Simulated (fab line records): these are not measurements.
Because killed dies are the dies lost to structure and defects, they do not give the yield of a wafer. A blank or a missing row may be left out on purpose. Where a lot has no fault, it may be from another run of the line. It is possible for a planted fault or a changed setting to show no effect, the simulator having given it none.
A lot that was struck, set against a sound lot + flow sky130 + 32 out of 708 route steps
Sound: wafers L746.1, L746.3, L746.6. Wafers L761.1, L761.3, L761.5 were the ones struck. The cause is given at the end.
Each step with rows lists, per side, the tool, then ch with its chambers, then its first start. Under that, the readings that differ: sound wafers + struck wafers + difference of the means + sigmas: that difference in standard deviations of wafers without a fault.
alike: same words and numbers on both sides, and readings whose means sit less than 2 such deviations apart. not compared: any withheld reading, any reading some wafer has no value for, any bound like >300 that may hide the same value, and any number with overlapping values for which the record gives no deviation.
Wherever a step has rows on one side only, a row that says differs or no value, or a row with sigmas, the two part there. Non-overlapping numbers with no deviation appear without sigmas and do not part them. Lack of a reading on every wafer of one side parts them only where that side has two or more wafers.

SKY_PWDE_OVL_MEAS_07:
  sound on overlay-02 at day 4 08:53; struck on overlay-02 at day 7 19:35
  alike: PWDE_OVL
following that, these wafers have no rows for 1 step: SKY_PWDE_IMPLANT_08.
SKY_PWDE_STRIP_09: strips in O2/N2.
  sound on plasmaAsher-04 ch 0,1, day 4 09:04; struck on plasmaAsher-03 ch 0,1, day 7 19:46
| reading                  | sound             | struck            | difference | sigmas |
|--------------------------|-------------------|-------------------|------------|--------|
| stripTimeToEndpointS (s) | 36.73 36.76 36.76 | 36.92 36.96 36.97 | +0.20      | +2     |
  alike: drypumpMotorCurrentA, n2FlowSccm, o2FlowSccm, oesProductAu
  not compared: rfHoursCounterH
SKY_PWDE_TW_MEAS_10:
  sound on filmMetro-01 at day 4 09:10; struck on filmMetro-01 at day 7 19:52
  alike: PWDE_TW
then, 7 steps without rows for these wafers: SKY_NWELL_DEHYDRATE_03 (time 60 s); SKY_NWELL_HMDS_04 (prime time 60 s); SKY_NWELL_COAT_05 (resist thk 3000 nm); SKY_NWELL_SOFTBAKE_06; SKY_NWELL_EXPOSE_07 (exposes mask NWM, target cd 840 nm); SKY_NWELL_PEB_08; SKY_NWELL_DEVELOP_09 (develop time 60 s).
SKY_NWELL_OVL_MEAS_10:
  sound on overlay-01 at day 5 01:11; struck on overlay-02 at day 8 16:05
  alike: NWELL_00_OVL
SKY_NWELL_IMPLANT_11:
  sound on implanter-03 ch 0, day 5 01:13; struck on implanter-03 ch 0, day 8 16:08
| reading                  | sound                | struck               | difference | sigmas      |
|--------------------------|----------------------|----------------------|------------|-------------|
| beamEnergyKeV            | 400.02 400.13 400.18 | 469.93 469.68 469.84 | +69.71     | +99 or more |
| model.implant.rpNm (nm)  | 501.2 501.2 501.2    | 567.1 567.1 567.1    | +65.9      |             |
| model.implant.drpNm (nm) | 116.9 116.9 116.9    | 126.5 126.5 126.5    | +9.6       |             |
then, 2 steps without rows for these wafers: SKY_NWELL_IMPLANT_12; SKY_NWELL_IMPLANT_13.
SKY_NWELL_STRIP_14: strips in O2/N2.
  sound on plasmaAsher-04 ch 0,1, day 5 01:40; struck on plasmaAsher-01 ch 0,1, day 8 16:35
| reading                  | sound       | struck      | difference | sigmas |
|--------------------------|-------------|-------------|------------|--------|
| drypumpMotorCurrentA (A) | 5.0 5.2 5.0 | 5.6 6.3 6.3 | +1.0       | +2     |
  alike: n2FlowSccm, o2FlowSccm, oesProductAu, stripTimeToEndpointS
  not compared: rfHoursCounterH
SKY_NWELL_TW_MEAS_15:
  sound on filmMetro-01 at day 5 01:46; struck on filmMetro-04 at day 8 16:41
  alike: NWELL_TW
then, 7 steps without rows for these wafers: SKY_NWELL_DEHYDRATE_16 (time 60 s); SKY_NWELL_HMDS_17 (prime time 60 s); SKY_NWELL_COAT_18 (resist thk 3000 nm); SKY_NWELL_SOFTBAKE_19; SKY_NWELL_EXPOSE_20 (exposes mask NWM COMPLEMENT, target cd 840 nm); SKY_NWELL_PEB_21; SKY_NWELL_DEVELOP_22 (develop time 60 s).
SKY_NWELL_OVL_MEAS_23:
  sound on overlay-01 at day 5 19:14; struck on overlay-01 at day 9 13:32
  alike: NWELL_01_OVL
following that, these wafers have no rows for 1 step: SKY_NWELL_IMPLANT_24.
SKY_NWELL_STRIP_25: strips in O2/N2.
  sound on plasmaAsher-04 ch 0,1, day 5 19:25; struck on plasmaAsher-04 ch 0, day 9 13:44
  alike: drypumpMotorCurrentA, n2FlowSccm, o2FlowSccm, oesProductAu, stripTimeToEndpointS
  not compared: rfHoursCounterH
SKY_NWELL_TW_MEAS_26:
  sound on filmMetro-01 at day 5 19:31; struck on filmMetro-04 at day 9 13:50
  alike: NWELL_2_TW
then, 1 step without rows for these wafers: SKY_NWELL_CLEAN_27 (cleans in SC1/SC2, time 150 s).
SKY_NWELL_RTA_28: time 30 s.
  sound on rtpAnneal-01 ch 0, day 5 19:41; struck on rtpAnneal-01 ch 0, day 9 13:56
  alike: lampPowerPct, wafer_temp_C_max
SKY_NWELL_RS_MEAS_29: uses a four-point probe to measure.
  sound on filmMetro-01 at day 5 19:47; struck on filmMetro-02 at day 9 14:02
| reading           | sound             | struck            | difference | sigmas |
|-------------------|-------------------|-------------------|------------|--------|
| NWELL_RS (ohm/sq) | 622.6 622.0 622.0 | 604.6 604.9 605.9 | -17.1      | -13    |
-- the record jumps here: 40 days lie between the struck wafers' starts before and after (it left off in module NWELL and takes up again in module PAD_OPEN, whose first step shown is number 708 of the route) --
SKY_PAD_OPEN_PROBE_99:
  sound on prober-01 at day 46 07:58; struck on prober-02 at day 49 15:11
| reading                             | sound                         | struck                        | difference | sigmas |
|-------------------------------------|-------------------------------|-------------------------------|------------|--------|
| model.etest.nfet_16v.rOnOhmUm       | 1.43e+04 1.427e+04 1.438e+04  | 1.586e+04 1.58e+04 1.564e+04  | +1.450e+03 |        |
| model.etest.pfet_16v.rOnOhmUm       | 1.518e+04 1.538e+04 1.532e+04 | 1.444e+04 1.453e+04 1.433e+04 | -8.600e+02 |        |
| model.etest.resNwell.lineOhmUm      | 1137 1164 1153                | 930.1 929.1 915.2             | -226.5     |        |
| model.etest.resNwell.rsOhmSq        | 935.5 960.7 955.3             | 780.3 779.3 774               | -172.6     |        |
| model.etest.tip_p_5v.rsOhmSq        | 2843 2874 2863                | 2740 2752 2756                | -111       |        |
| model.etest.pfet_16v.driveUaUm      | 246.5 243.4 245.8             | 257.6 260.4 262.1             | +14.8      |        |
| model.etest.pfetG5v0d10v5.driveUaUm | 337.7 345.1 345.6             | 349.1 349.7 346.4             | +5.6       |        |
  alike: killed_at_M0_to_M3, killed_at_M4_up, killedAtContacts, killedAtFrontEnd, killedAtOther, killedDies, killedOpen, killedShort
  not compared: model.etest.pfetG5v0d10v5.rOnOhmUm

## WHERE THEY PART
At SKY_PWDE_STRIP_09 first; at SKY_NWELL_RS_MEAS_29 last (within this record only). Later steps at which nothing parts them and some readings are alike: SKY_PAD_OPEN_PROBE_99.

WHY: whatever the simulator had introduced
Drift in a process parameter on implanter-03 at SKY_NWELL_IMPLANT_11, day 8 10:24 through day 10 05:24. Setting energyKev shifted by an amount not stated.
